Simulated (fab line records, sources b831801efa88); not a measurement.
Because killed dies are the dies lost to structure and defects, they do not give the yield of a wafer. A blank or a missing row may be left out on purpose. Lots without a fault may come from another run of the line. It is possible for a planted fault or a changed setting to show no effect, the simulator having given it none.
Comparing a struck lot with a sound one	flow gf180mcu	32 out of 602 route steps
Sound: these wafers, L905.3, L905.4, L905.6. The struck wafers were L922.2, L922.5, L922.6. The cause is named last.
Per side, at each step with rows, come the tool, then ch with its chambers, and then its first start. Under that, the readings that differ: sound wafers	struck wafers	difference of the means	sigmas: that difference in standard deviations of wafers without a fault.
alike: same words and numbers on both sides, and readings whose means sit less than 2 such deviations apart. not compared: any withheld reading, any reading some wafer has no value for, any bound like >300 that may hide the same value, and any number with overlapping values for which the record gives no deviation.
A row with sigmas, a row that says differs or no value, or rows on one side alone: a step with any of these is where the two part. When numbers do not overlap yet have no deviation, they are printed without sigmas and do not part them. Lack of a reading on every wafer of one side parts them only where that side has two or more wafers.

first, 1 step without rows for these wafers: GF_HV_LDD_CVD_56 (deposits Si3N4 from DCS/NH3, target thk 90 nm, time 1543 s).
GF_HV_LDD_THK_MEAS_57:
  struck on filmMetro-04, day 19 06:40; sound on filmMetro-01, day 13 20:17
  alike: HV_LDD_CVD_56_THK
GF_HV_LDD_ETCHBACK_58: etches Si3N4 in CH3F/O2, stops on SiO2, time 100 s, target depth 90 nm.
  sound on rieDiel-03 ch 2,3, day 13 20:19; struck on rieDiel-04 ch 0,1,3, day 19 06:43
  alike: drypumpMotorCurrentA, oesProductAu, throttleValvePct
  not compared: rfHoursCounterH
then, 7 steps without rows for these wafers: GF_NSD_DEHYDRATE_00 (time 60 s); GF_NSD_HMDS_01 (prime time 60 s); GF_NSD_COAT_02 (resist thk 1000 nm); GF_NSD_SOFTBAKE_03 (time 60 s); GF_NSD_EXPOSE_04 (exposes mask Nplus, target cd 400 nm); GF_NSD_PEB_05; GF_NSD_DEVELOP_06 (develop time 60 s).
GF_NSD_CD_MEAS_07: target cd 400 nm.
  struck on cdSem-02, day 20 06:51; sound on cdSem-02, day 14 16:41
  alike: cdNm
GF_NSD_OVL_MEAS_08:
  struck on overlay-02, day 20 06:57; sound on overlay-01, day 14 16:47
  alike: NSD_OVL
GF_NSD_IMPLANT_09:
  sound on implanter-01 ch 0, day 14 16:51; struck on implanter-01 ch 0, day 20 07:01
reading	sound	struck	difference	sigmas
implantIonAmu	75 75 75	49 49 49	-26	
model.implant.rpNm (nm)	36.49 36.49 36.49	44.76 44.76 44.76	+8.27	
model.implant.drpNm (nm)	16.15 16.15 16.15	21.23 21.23 21.23	+5.08	
after that, 1 step had no rows for these wafers: GF_NSD_IMPLANT_10.
GF_NSD_STRIP_11: strips in O2/N2.
  sound on plasmaAsher-04 ch 0,1, day 14 17:08; struck on plasmaAsher-04 ch 0,1, day 20 07:17
reading	sound	struck	difference	sigmas
stripTimeToEndpointS (s)	22.95 22.94 22.91	23.72 23.74 23.75	+0.80	+23
  alike: drypumpMotorCurrentA, heaterPowerW, oesProductAu
  not compared: rfHoursCounterH
GF_NSD_TW_MEAS_12:
  struck on filmMetro-01, day 20 07:23; sound on filmMetro-02, day 14 17:13
reading	sound	struck	difference	sigmas
NSD_TW	4279 4224 4252	4108 4102 4108	-146	-3
then, 7 steps without rows for these wafers: GF_PSD_DEHYDRATE_00 (time 60 s); GF_PSD_HMDS_01 (prime time 60 s); GF_PSD_COAT_02 (resist thk 1000 nm); GF_PSD_SOFTBAKE_03 (time 60 s); GF_PSD_EXPOSE_04 (exposes mask Pplus, target cd 400 nm); GF_PSD_PEB_05; GF_PSD_DEVELOP_06 (develop time 60 s).
GF_PSD_CD_MEAS_07: target cd 400 nm.
  struck on cdSem-02, day 21 06:47; sound on cdSem-02, day 15 14:26
  alike: cdNm
GF_PSD_OVL_MEAS_08:
  struck on overlay-02, day 21 06:54; sound on overlay-02, day 15 14:31
  alike: PSD_OVL
after that, 1 step had no rows for these wafers: GF_PSD_IMPLANT_09.
GF_PSD_STRIP_10: strips in O2/N2.
  sound on plasmaAsher-04 ch 0,1, day 15 14:44; struck on plasmaAsher-04 ch 0,1, day 21 07:05
reading	sound	struck	difference	sigmas
stripTimeToEndpointS (s)	16.55 16.55 16.57	16.48 16.45 16.48	-0.09	-2
  alike: drypumpMotorCurrentA, heaterPowerW, oesProductAu
  not compared: rfHoursCounterH
GF_PSD_TW_MEAS_11:
  struck on filmMetro-02, day 21 07:11; sound on filmMetro-02, day 15 14:49
  alike: PSD_TW
then, 1 step without rows for these wafers: GF_PSD_CLEAN_12 (cleans in SC1/SC2, time 150 s).
GF_PSD_RTA_13: time 20 s.
  sound on rtpAnneal-02 ch 0, day 15 14:58; struck on rtpAnneal-01 ch 0, day 21 07:19
reading	sound	struck	difference	sigmas
lampPowerPct (%)	30.45 30.47 30.46	29.93 29.93 29.90	-0.54	-2
wafer_temp_C_max	1029.1 1028.4 1028.4	1025.9 1027.0 1026.3	-2.2	-3
GF_PSD_RS_MEAS_14: measurement is done with a four-point probe.
  struck on filmMetro-01, day 21 07:24; sound on filmMetro-01, day 15 15:07
reading	sound	struck	difference	sigmas
NSD_RS (ohm/sq)	46.22 46.24 46.10	- - -	no value on the struck wafers	
GF_PSD_RS_MEAS_15: measurement is done with a four-point probe.
  struck on filmMetro-01, day 21 07:31; sound on filmMetro-01, day 15 15:14
  alike: PSD_RS

## WHERE THEY PART
Earliest at GF_NSD_STRIP_11; latest, in this record, at GF_PSD_RS_MEAS_14. Later steps at which nothing parts them and some readings are alike: GF_PSD_RS_MEAS_15.

WHY: whatever the simulator had introduced
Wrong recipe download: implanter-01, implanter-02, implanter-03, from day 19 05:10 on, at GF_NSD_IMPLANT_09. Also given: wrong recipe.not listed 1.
